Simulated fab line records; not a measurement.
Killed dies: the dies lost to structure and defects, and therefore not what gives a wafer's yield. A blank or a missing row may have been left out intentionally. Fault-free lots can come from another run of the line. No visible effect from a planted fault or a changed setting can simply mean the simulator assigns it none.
Which tool is to blame? / flow sky130 / 33 wafers from 11 lots sampled at 6 of the route's 708 steps

WHAT THE GAUGES READ, wafer by wafer
SKY_SONOS_ONO_THK_MEAS_05. Usual: SONOS_ONO_CVD_04_THK typically reads 5.68 nm, with standard deviation 0.11.
lot=L531; measured=day 12 00:09; on=filmMetro-02; SONOS_ONO_CVD_04_THK (nm)=5.58 5.60 5.64; flag=
lot=L533; measured=day 13 00:56; on=filmMetro-01; SONOS_ONO_CVD_04_THK (nm)=5.70 5.65 5.73; flag=
lot=L536; measured=day 13 14:17; on=filmMetro-03; SONOS_ONO_CVD_04_THK (nm)=5.78 5.63 5.59; flag=
lot=L537; measured=day 13 21:13; on=filmMetro-01; SONOS_ONO_CVD_04_THK (nm)=5.65 5.66 5.75; flag=
lot=L538; measured=day 14 03:52; on=filmMetro-01; SONOS_ONO_CVD_04_THK (nm)=5.73 5.69 5.77; flag=
lot=L539; measured=day 14 03:50; on=filmMetro-03; SONOS_ONO_CVD_04_THK (nm)=5.60 5.65 5.54; flag=
lot=L546; measured=day 16 23:08; on=filmMetro-03; SONOS_ONO_CVD_04_THK (nm)=5.81 5.76 5.83; flag=
lot=L548; measured=day 17 14:05; on=filmMetro-01; SONOS_ONO_CVD_04_THK (nm)=5.55 5.59 5.54; flag=
lot=L552; measured=day 18 17:38; on=filmMetro-01; SONOS_ONO_CVD_04_THK (nm)=5.77 5.59 5.71; flag=
lot=L553; measured=day 19 04:26; on=filmMetro-02; SONOS_ONO_CVD_04_THK (nm)=5.56 5.67 5.60; flag=
lot=L554; measured=day 19 09:19; on=filmMetro-01; SONOS_ONO_CVD_04_THK (nm)=5.76 5.70 5.67; flag=

SKY_GATE_OXIDE_TW_MEAS_14. Usual: GATE_OXIDE_TW typically reads 224.4, with standard deviation 2.5.
lot=L531; measured=day 14 07:37; on=filmMetro-04; GATE_OXIDE_TW=224.4 224.9 224.7; flag=
lot=L533; measured=day 15 07:31; on=filmMetro-03; GATE_OXIDE_TW=227.1 226.3 226.1; flag=
lot=L536; measured=day 15 22:09; on=filmMetro-03; GATE_OXIDE_TW=226.0 225.5 226.6; flag=
lot=L537; measured=day 16 06:22; on=filmMetro-04; GATE_OXIDE_TW=226.5 225.0 226.1; flag=
lot=L538; measured=day 16 15:48; on=filmMetro-03; GATE_OXIDE_TW=225.7 227.4 226.7; flag=
lot=L539; measured=day 16 15:29; on=filmMetro-01; GATE_OXIDE_TW=220.8 223.4 222.6; flag=
lot=L546; measured=day 19 12:49; on=filmMetro-03; GATE_OXIDE_TW=225.5 225.7 225.1; flag=
lot=L548; measured=day 20 04:23; on=filmMetro-01; GATE_OXIDE_TW=220.8 221.1 220.5; flag=
lot=L552; measured=day 21 09:10; on=filmMetro-03; GATE_OXIDE_TW=226.8 225.5 225.5; flag=
lot=L553; measured=day 21 20:31; on=filmMetro-01; GATE_OXIDE_TW=220.0 220.8 221.0; flag=
lot=L554; measured=day 22 01:32; on=filmMetro-03; GATE_OXIDE_TW=227.1 225.7 224.4; flag=

SKY_LDD_N_TW_MEAS_17. Usual: LDD_N_TW typically reads 2567, with standard deviation 25.
lot=L531; measured=day 18 09:39; on=filmMetro-02; LDD_N_TW=2539 2554 2556; flag=
lot=L533; measured=day 19 08:15; on=filmMetro-01; LDD_N_TW=2546 2546 2551; flag=
lot=L536; measured=day 20 01:22; on=filmMetro-01; LDD_N_TW=2547 2556 2540; flag=
lot=L537; measured=day 20 07:51; on=filmMetro-03; LDD_N_TW=2588 2604 2607; flag=
lot=L538; measured=day 20 19:08; on=filmMetro-03; LDD_N_TW=2603 2601 2605; flag=
lot=L539; measured=day 20 19:10; on=filmMetro-01; LDD_N_TW=2555 2547 2544; flag=
lot=L546; measured=day 23 17:01; on=filmMetro-03; LDD_N_TW=2890 2905 2907; flag=OFF
lot=L548; measured=day 24 07:11; on=filmMetro-03; LDD_N_TW=2909 2888 2891; flag=OFF
lot=L552; measured=day 25 10:09; on=filmMetro-01; LDD_N_TW=2566 2546 2539; flag=
lot=L553; measured=day 25 22:37; on=filmMetro-02; LDD_N_TW=2553 2533 2546; flag=
lot=L554; measured=day 26 02:49; on=filmMetro-03; LDD_N_TW=2585 2568 2606; flag=

EACH LOT AND THE TOOL THAT RAN IT (in order: tool; ch and the chambers of the sampled wafers; start)
lot=L531; SKY_NWELL_STRIP_25=plasmaAsher-04 ch 0,1, day 5 15:07; SKY_LDD_N_IMPLANT_10=implanter-04 ch 0, day 18 08:39; SKY_LDD_N_STRIP_16=plasmaAsher-03 ch 0,1, day 18 09:33
lot=L533; SKY_NWELL_STRIP_25=plasmaAsher-01 ch 0,1, day 6 08:31; SKY_LDD_N_IMPLANT_10=implanter-04 ch 0, day 19 07:15; SKY_LDD_N_STRIP_16=plasmaAsher-01 ch 0,1, day 19 08:09
lot=L536; SKY_NWELL_STRIP_25=plasmaAsher-03 ch 0,1, day 6 21:13; SKY_LDD_N_IMPLANT_10=implanter-04 ch 0, day 20 00:22; SKY_LDD_N_STRIP_16=plasmaAsher-03 ch 0,1, day 20 01:16
lot=L537; SKY_NWELL_STRIP_25=plasmaAsher-03 ch 0,1, day 6 23:31; SKY_LDD_N_IMPLANT_10=implanter-03 ch 0, day 20 06:51; SKY_LDD_N_STRIP_16=plasmaAsher-02 ch 0,1, day 20 07:45
lot=L538; SKY_NWELL_STRIP_25=plasmaAsher-01 ch 0,1, day 7 05:09; SKY_LDD_N_IMPLANT_10=implanter-02 ch 0, day 20 18:10; SKY_LDD_N_STRIP_16=plasmaAsher-03 ch 0,1, day 20 19:03
lot=L539; SKY_NWELL_STRIP_25=plasmaAsher-03 ch 0,1, day 7 05:46; SKY_LDD_N_IMPLANT_10=implanter-03 ch 0, day 20 18:10; SKY_LDD_N_STRIP_16=plasmaAsher-02 ch 0,1, day 20 19:04
lot=L546; SKY_NWELL_STRIP_25=plasmaAsher-01 ch 0,1, day 9 05:46; SKY_LDD_N_IMPLANT_10=implanter-04 ch 0, day 23 16:01; SKY_LDD_N_STRIP_16=plasmaAsher-03 ch 0,1, day 23 16:55
lot=L548; SKY_NWELL_STRIP_25=plasmaAsher-01 ch 0,1, day 9 20:56; SKY_LDD_N_IMPLANT_10=implanter-04 ch 0, day 24 06:13; SKY_LDD_N_STRIP_16=plasmaAsher-02 ch 0,1, day 24 07:06
lot=L552; SKY_NWELL_STRIP_25=plasmaAsher-03 ch 0,1, day 10 15:03; SKY_LDD_N_IMPLANT_10=implanter-02 ch 0, day 25 09:09; SKY_LDD_N_STRIP_16=plasmaAsher-03 ch 0,1, day 25 10:03
lot=L553; SKY_NWELL_STRIP_25=plasmaAsher-03 ch 0,1, day 10 21:37; SKY_LDD_N_IMPLANT_10=implanter-03 ch 0, day 25 21:38; SKY_LDD_N_STRIP_16=plasmaAsher-03 ch 0,1, day 25 22:30
lot=L554; SKY_NWELL_STRIP_25=plasmaAsher-03 ch 0,1, day 11 01:57; SKY_LDD_N_IMPLANT_10=implanter-03 ch 0, day 26 01:51; SKY_LDD_N_STRIP_16=plasmaAsher-02 ch 0,1, day 26 02:44
- SKY_NWELL_STRIP_25: strips in O2/N2.
- SKY_LDD_N_IMPLANT_10
- SKY_LDD_N_STRIP_16: strips in O2/N2.

WHAT THE TOOLS THEMSELVES READ (means of the sampled wafers that have a number; where no wafer has one, the mark that the record gives instead)
SKY_NWELL_STRIP_25. Usual: drypumpMotorCurrentA 5.9 A, standard deviation 0.39; oesProductAu 0.722 a.u., standard deviation 0.005; stripTimeToEndpointS 36.87 s, standard deviation 0.088.
lot=L531; tool=plasmaAsher-04; drypumpMotorCurrentA (A)=5.5; oesProductAu (a.u.)=0.722; stripTimeToEndpointS (s)=36.82; flag=
lot=L533; tool=plasmaAsher-01; drypumpMotorCurrentA (A)=6.2; oesProductAu (a.u.)=0.721; stripTimeToEndpointS (s)=36.75; flag=
lot=L536; tool=plasmaAsher-03; drypumpMotorCurrentA (A)=5.6; oesProductAu (a.u.)=0.720; stripTimeToEndpointS (s)=36.91; flag=
lot=L537; tool=plasmaAsher-03; drypumpMotorCurrentA (A)=5.6; oesProductAu (a.u.)=0.722; stripTimeToEndpointS (s)=36.95; flag=
lot=L538; tool=plasmaAsher-01; drypumpMotorCurrentA (A)=6.2; oesProductAu (a.u.)=0.725; stripTimeToEndpointS (s)=36.88; flag=
lot=L539; tool=plasmaAsher-03; drypumpMotorCurrentA (A)=5.6; oesProductAu (a.u.)=0.720; stripTimeToEndpointS (s)=36.87; flag=
lot=L546; tool=plasmaAsher-01; drypumpMotorCurrentA (A)=6.2; oesProductAu (a.u.)=0.724; stripTimeToEndpointS (s)=36.88; flag=
lot=L548; tool=plasmaAsher-01; drypumpMotorCurrentA (A)=6.3; oesProductAu (a.u.)=0.721; stripTimeToEndpointS (s)=36.78; flag=
lot=L552; tool=plasmaAsher-03; drypumpMotorCurrentA (A)=5.6; oesProductAu (a.u.)=0.727; stripTimeToEndpointS (s)=36.92; flag=
lot=L553; tool=plasmaAsher-03; drypumpMotorCurrentA (A)=5.6; oesProductAu (a.u.)=0.729; stripTimeToEndpointS (s)=36.88; flag=
lot=L554; tool=plasmaAsher-03; drypumpMotorCurrentA (A)=5.6; oesProductAu (a.u.)=0.716; stripTimeToEndpointS (s)=36.81; flag=

SKY_LDD_N_IMPLANT_10. Usual: beamOnS 10.00 s, standard deviation 0.21; doseIonsCm2 7.497e+13, standard deviation 8.1e+10; faradayCurrentUA 423, standard deviation 9.
lot=L531; tool=implanter-04; beamOnS (s)=9.87; doseIonsCm2=7.497e+13; faradayCurrentUA=428; flag=
lot=L533; tool=implanter-04; beamOnS (s)=9.95; doseIonsCm2=7.498e+13; faradayCurrentUA=425; flag=
lot=L536; tool=implanter-04; beamOnS (s)=9.83; doseIonsCm2=7.495e+13; faradayCurrentUA=431; flag=
lot=L537; tool=implanter-03; beamOnS (s)=10.00; doseIonsCm2=7.495e+13; faradayCurrentUA=423; flag=
lot=L538; tool=implanter-02; beamOnS (s)=10.04; doseIonsCm2=7.499e+13; faradayCurrentUA=421; flag=
lot=L539; tool=implanter-03; beamOnS (s)=9.84; doseIonsCm2=7.494e+13; faradayCurrentUA=428; flag=
lot=L546; tool=implanter-04; beamOnS (s)=40.53; doseIonsCm2=3.968e+14; faradayCurrentUA=552; flag=OFF
lot=L548; tool=implanter-04; beamOnS (s)=41.23; doseIonsCm2=3.967e+14; faradayCurrentUA=544; flag=OFF
lot=L552; tool=implanter-02; beamOnS (s)=10.33; doseIonsCm2=7.496e+13; faradayCurrentUA=409; flag=
lot=L553; tool=implanter-03; beamOnS (s)=9.74; doseIonsCm2=7.493e+13; faradayCurrentUA=434; flag=
lot=L554; tool=implanter-03; beamOnS (s)=10.08; doseIonsCm2=7.496e+13; faradayCurrentUA=420; flag=

SKY_LDD_N_STRIP_16. Usual: drypumpMotorCurrentA 5.7 A, standard deviation 0.56; oesProductAu 0.407 a.u., standard deviation 0.0046; stripTimeToEndpointS 4.313 s, standard deviation 0.014.
lot=L531; tool=plasmaAsher-03; drypumpMotorCurrentA (A)=5.9; oesProductAu (a.u.)=0.410; stripTimeToEndpointS (s)=4.298; flag=
lot=L533; tool=plasmaAsher-01; drypumpMotorCurrentA (A)=6.2; oesProductAu (a.u.)=0.405; stripTimeToEndpointS (s)=4.323; flag=
lot=L536; tool=plasmaAsher-03; drypumpMotorCurrentA (A)=5.6; oesProductAu (a.u.)=0.408; stripTimeToEndpointS (s)=4.299; flag=
lot=L537; tool=plasmaAsher-02; drypumpMotorCurrentA (A)=5.0; oesProductAu (a.u.)=0.405; stripTimeToEndpointS (s)=4.298; flag=
lot=L538; tool=plasmaAsher-03; drypumpMotorCurrentA (A)=5.6; oesProductAu (a.u.)=0.407; stripTimeToEndpointS (s)=4.310; flag=
lot=L539; tool=plasmaAsher-02; drypumpMotorCurrentA (A)=5.0; oesProductAu (a.u.)=0.402; stripTimeToEndpointS (s)=4.303; flag=
lot=L546; tool=plasmaAsher-03; drypumpMotorCurrentA (A)=5.6; oesProductAu (a.u.)=0.406; stripTimeToEndpointS (s)=5.110; flag=OFF
lot=L548; tool=plasmaAsher-02; drypumpMotorCurrentA (A)=4.9; oesProductAu (a.u.)=0.405; stripTimeToEndpointS (s)=5.097; flag=OFF
lot=L552; tool=plasmaAsher-03; drypumpMotorCurrentA (A)=5.7; oesProductAu (a.u.)=0.407; stripTimeToEndpointS (s)=4.328; flag=
lot=L553; tool=plasmaAsher-03; drypumpMotorCurrentA (A)=5.6; oesProductAu (a.u.)=0.410; stripTimeToEndpointS (s)=4.313; flag=
lot=L554; tool=plasmaAsher-02; drypumpMotorCurrentA (A)=5.3; oesProductAu (a.u.)=0.405; stripTimeToEndpointS (s)=4.321; flag=

THE ANSWER, worked out from the rows above alone
Rule: take the mean of a lot's wafers that have a number; if it is more than 3 standard deviations from the usual mean, the lot is off. A lot without any number at a reading at which 4 lots or more have one is off too. Any other lot the step has rows for is counted as sound. First the gauges in route order, then the tools' own readings, where a lot's mean is used as printed above. The first step at which some lot is off is used, and at that step the reading that is off furthest; a lot without a number counts as furthest.
Off: L546, L548, at SKY_LDD_N_TW_MEAS_17 (LDD_N_TW).
A tool fits if, at a process step before that reading, it ran every lot that is off, and no sound lot after the first of them. The gauges at SKY_LDD_N_TW_MEAS_17 aren't tried: what is off there is off at SKY_LDD_N_IMPLANT_10 too, on other tools, and a gauge's error can't cause that. This does not decide it: 2 tools fit, namely plasmaAsher-01 at SKY_NWELL_STRIP_25 and implanter-04 at SKY_LDD_N_IMPLANT_10.

WHAT THE SIMULATOR PUT IN
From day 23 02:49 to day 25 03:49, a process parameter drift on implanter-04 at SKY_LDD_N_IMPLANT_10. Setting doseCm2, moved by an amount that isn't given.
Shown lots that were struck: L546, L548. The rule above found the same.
